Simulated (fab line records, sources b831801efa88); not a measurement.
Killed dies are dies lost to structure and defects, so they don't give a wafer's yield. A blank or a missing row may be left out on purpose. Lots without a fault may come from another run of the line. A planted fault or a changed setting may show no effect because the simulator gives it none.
A sampling plan put to the test | flow sfq_line | one fab line, 12 faults that these records tell of, each judged on the records of the lots that it struck
The plan is the line's own looks: the steps of the route at which a gauge or an inspection reads the wafer and doesn't change it. A look can be judged if struck wafers have a number there and the file gives its usual mean and standard deviation on fault-free wafers. Caught: at a look after the fault's first step, the mean of the struck wafers lies 4 or more of those standard deviations (sigma) from the usual mean. On the tool: the same test on the tool's own readings at the fault's steps. Another recipe on the struck wafers, or a record that is blank for them alone, also counts as caught.

THE FAULTS, as the simulator had put them in
1. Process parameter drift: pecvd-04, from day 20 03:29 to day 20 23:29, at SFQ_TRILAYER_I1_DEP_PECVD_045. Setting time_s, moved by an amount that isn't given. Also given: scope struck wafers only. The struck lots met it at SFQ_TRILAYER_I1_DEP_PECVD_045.
2. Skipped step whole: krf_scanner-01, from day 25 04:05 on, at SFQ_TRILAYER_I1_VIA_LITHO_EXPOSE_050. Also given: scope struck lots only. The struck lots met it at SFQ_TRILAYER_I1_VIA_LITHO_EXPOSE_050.
3. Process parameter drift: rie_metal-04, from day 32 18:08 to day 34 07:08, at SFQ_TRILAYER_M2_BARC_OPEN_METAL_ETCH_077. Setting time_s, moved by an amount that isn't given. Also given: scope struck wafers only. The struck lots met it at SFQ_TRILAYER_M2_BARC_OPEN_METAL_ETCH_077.
4. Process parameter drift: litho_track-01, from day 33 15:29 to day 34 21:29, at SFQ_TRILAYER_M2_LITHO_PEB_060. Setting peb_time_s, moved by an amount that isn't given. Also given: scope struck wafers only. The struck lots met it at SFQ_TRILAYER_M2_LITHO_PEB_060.
5. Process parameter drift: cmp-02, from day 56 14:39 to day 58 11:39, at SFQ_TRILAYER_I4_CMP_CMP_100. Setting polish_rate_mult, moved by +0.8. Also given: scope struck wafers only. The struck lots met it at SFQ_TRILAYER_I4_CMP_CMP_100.
6. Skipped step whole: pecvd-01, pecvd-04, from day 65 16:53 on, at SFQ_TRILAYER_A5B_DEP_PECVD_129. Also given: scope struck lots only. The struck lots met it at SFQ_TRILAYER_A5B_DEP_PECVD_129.
7. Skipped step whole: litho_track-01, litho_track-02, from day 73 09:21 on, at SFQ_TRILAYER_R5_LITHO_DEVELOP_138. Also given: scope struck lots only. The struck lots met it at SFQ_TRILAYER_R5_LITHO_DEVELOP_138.
8. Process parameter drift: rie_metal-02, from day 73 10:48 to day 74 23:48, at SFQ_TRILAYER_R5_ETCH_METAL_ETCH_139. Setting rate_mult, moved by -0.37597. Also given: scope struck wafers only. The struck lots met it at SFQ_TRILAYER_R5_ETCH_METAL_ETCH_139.
9. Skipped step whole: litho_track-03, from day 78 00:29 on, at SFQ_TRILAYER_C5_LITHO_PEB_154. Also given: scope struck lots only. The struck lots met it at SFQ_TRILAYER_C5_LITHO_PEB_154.
10. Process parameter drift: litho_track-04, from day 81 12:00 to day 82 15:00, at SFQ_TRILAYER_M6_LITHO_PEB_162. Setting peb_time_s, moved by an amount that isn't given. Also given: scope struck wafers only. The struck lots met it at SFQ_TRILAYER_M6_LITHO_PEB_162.
11. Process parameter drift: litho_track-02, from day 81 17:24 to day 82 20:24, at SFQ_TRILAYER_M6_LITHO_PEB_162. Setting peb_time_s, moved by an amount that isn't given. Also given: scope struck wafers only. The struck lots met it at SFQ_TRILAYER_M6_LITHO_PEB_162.
12. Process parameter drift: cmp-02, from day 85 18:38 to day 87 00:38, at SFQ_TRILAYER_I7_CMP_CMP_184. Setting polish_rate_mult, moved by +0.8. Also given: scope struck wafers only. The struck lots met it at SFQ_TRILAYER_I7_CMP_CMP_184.

WHAT THE PLAN SAW
fault | on the tool itself                               | first look that catches it                   | reading, sigma | median hours from its first step to that look | hours from the fault's start to the first struck lot there | judged looks passed uncaught
1     | run_length_s +9.4 sigma                          | no look after it can be judged               | -              | -                                             | -                                                          | 0
2     | no reading that can be judged                    | not the one look that can be judged after it | -              | -                                             | -                                                          | 1
3     | run_length_s -5.2 sigma                          | no look after it can be judged               | -              | -                                             | -                                                          | 0
4     | heater_power_total_W +29 sigma                   | not the one look that can be judged after it | -              | -                                             | -                                                          | 1
5     | time_to_endpoint_s -11 sigma                     | no look after it can be judged               | -              | -                                             | -                                                          | 0
6     | the tool's record is blank for the struck wafers | no look after it can be judged               | -              | -                                             | -                                                          | 0
7     | the tool's record is blank for the struck wafers | no look after it can be judged               | -              | -                                             | -                                                          | 0
8     | oes_product_au -41 sigma                         | no look after it can be judged               | -              | -                                             | -                                                          | 0
9     | the tool's record is blank for the struck wafers | no look after it can be judged               | -              | -                                             | -                                                          | 0
10    | heater_power_total_W +61 sigma                   | no look after it can be judged               | -              | -                                             | -                                                          | 0
11    | heater_power_total_W +29 sigma                   | no look after it can be judged               | -              | -                                             | -                                                          | 0
12    | time_to_endpoint_s -10 sigma                     | no look after it can be judged               | -              | -                                             | -                                                          | 0
A dash: the fault isn't caught, or these records don't give the number.

Caught at a look: 0 of 12. Caught on the tool: 11 of 12. By one or the other: 11 of 12.
Caught on the tool alone: faults 1, 3, 4, 5, 6, 7, 8, 9, 10, 11, 12.
Caught by neither: fault 2.
